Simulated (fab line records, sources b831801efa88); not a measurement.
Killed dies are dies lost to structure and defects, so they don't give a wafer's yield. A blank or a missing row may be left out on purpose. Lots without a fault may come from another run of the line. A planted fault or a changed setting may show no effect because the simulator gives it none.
A struck lot beside a sound one | flow gf180mcu | 15 steps out of a route of 602
Sound: wafers L203.2, L203.3, L203.5. Struck: wafers L212.1, L212.2, L212.3. The cause comes at the end.
At each step with rows: each side's tool, then ch and its chambers, then its first start. Under that, the readings that differ: sound wafers | struck wafers | difference of the means | sigmas: that difference in standard deviations of wafers without a fault.
alike: readings whose means differ by less than 2 such deviations, and words and numbers that are the same on both sides. not compared: withheld readings, readings that some wafer has no value for, bounds like >300 that may hide the same value, and numbers for which the record gives no deviation and whose values overlap.
The two part at a step that has a row with sigmas, a row that says differs or no value, or rows on one side only. Numbers that don't overlap but have no deviation are shown without sigmas and don't part them. A reading that every wafer of one side lacks parts them only if that side has two wafers or more.

first, 2 steps without rows for these wafers: GF_M4_PEB_12 (peb time 90 s); GF_M4_DEVELOP_13 (develop time 60 s).
GF_M4_CD_MEAS_14: target cd 280 nm.
  sound on cd_sem-02, day 25 10:25; struck on cd_sem-01, day 28 08:49
  alike: cd_nm
GF_M4_OVL_MEAS_15:
  sound on overlay-02, day 25 10:31; struck on overlay-02, day 28 08:56
  alike: M4_OVL
GF_M4_METAL_ETCH_16: etches the open film in Cl2/BCl3, stops on SiO2, target depth 627.5 nm, time 104.6 s.
  sound on rie_metal-04 ch 0, day 25 10:35; struck on rie_metal-03 ch 0,1, day 28 08:58
  alike: drypump_motor_current_A, he_backside_leak_sccm, oes_product_au, throttle_valve_pct
  not compared: rf_hours_counter_h
GF_M4_STRIP_17: strips in O2/N2.
  sound on plasma_asher-02 ch 0,1, day 25 10:47; struck on plasma_asher-01 ch 0,1, day 28 09:05
  alike: drypump_motor_current_A, heater_power_w, n2_flow_sccm, oes_product_au, strip_time_to_endpoint_s
  not compared: rf_hours_counter_h
then, 3 steps without rows for these wafers: GF_M4_STRIP_18 (strips in post etch residue remover, time 1200 s); GF_M4_CLEAN_19 (cleans in DIW); GF_V4_CVD_00 (deposits SiO2, target thk 600 nm, time 100 s).
GF_V4_THK_MEAS_01:
  sound on film_metro-04, day 25 11:24; struck on film_metro-02, day 28 09:41
  alike: V4_CVD_00_THK
GF_V4_CVD_02: deposits SiO2 from TEOS, target thk 850 nm, time 94.851 s.
  sound on pecvd-01 ch 0,1,2, day 25 11:27; struck on pecvd-04 ch 0,1,2, day 28 09:45
  alike: heater_power_w
GF_V4_THK_MEAS_03:
  sound on film_metro-02, day 25 11:32; struck on film_metro-04, day 28 09:49
  alike: V4_CVD_02_THK
GF_V4_CMP_04: polishes SiO2.
  sound on cmp-02 ch 0,1,3, day 25 11:52; struck on cmp-01 ch 1,2,3, day 28 09:53
  no value came back on the struck wafers for any of 6 readings (edge_zone_pressure_frac, head_pressure_psi (psi) and others); on the sound wafers edge_zone_pressure_frac reads 1.003 1.010 1.005
  reading                             | sound             | struck            | difference | sigmas
  model.SiO2_of_V4_CVD_02.thk_nm (nm) | 633.9 633.2 631.9 | 839.3 832.2 830.1 | +200.9     |
GF_V4_BOW_MEAS_05:
  sound on film_metro-02, day 25 12:05; struck on film_metro-04, day 28 10:40
  reading     | sound       | struck | difference                    | sigmas
  V4_BOW (um) | 148 149 149 | - - -  | no value on the struck wafers |
  not compared: hold
GF_PASSIVATION_PROBE_99:
  the record has rows for the sound wafers here (prober-01, day 30 19:58) and none for the struck ones

WHERE THEY PART
First at GF_V4_CMP_04; last, within this record, at GF_PASSIVATION_PROBE_99.

WHY: what the simulator had put in
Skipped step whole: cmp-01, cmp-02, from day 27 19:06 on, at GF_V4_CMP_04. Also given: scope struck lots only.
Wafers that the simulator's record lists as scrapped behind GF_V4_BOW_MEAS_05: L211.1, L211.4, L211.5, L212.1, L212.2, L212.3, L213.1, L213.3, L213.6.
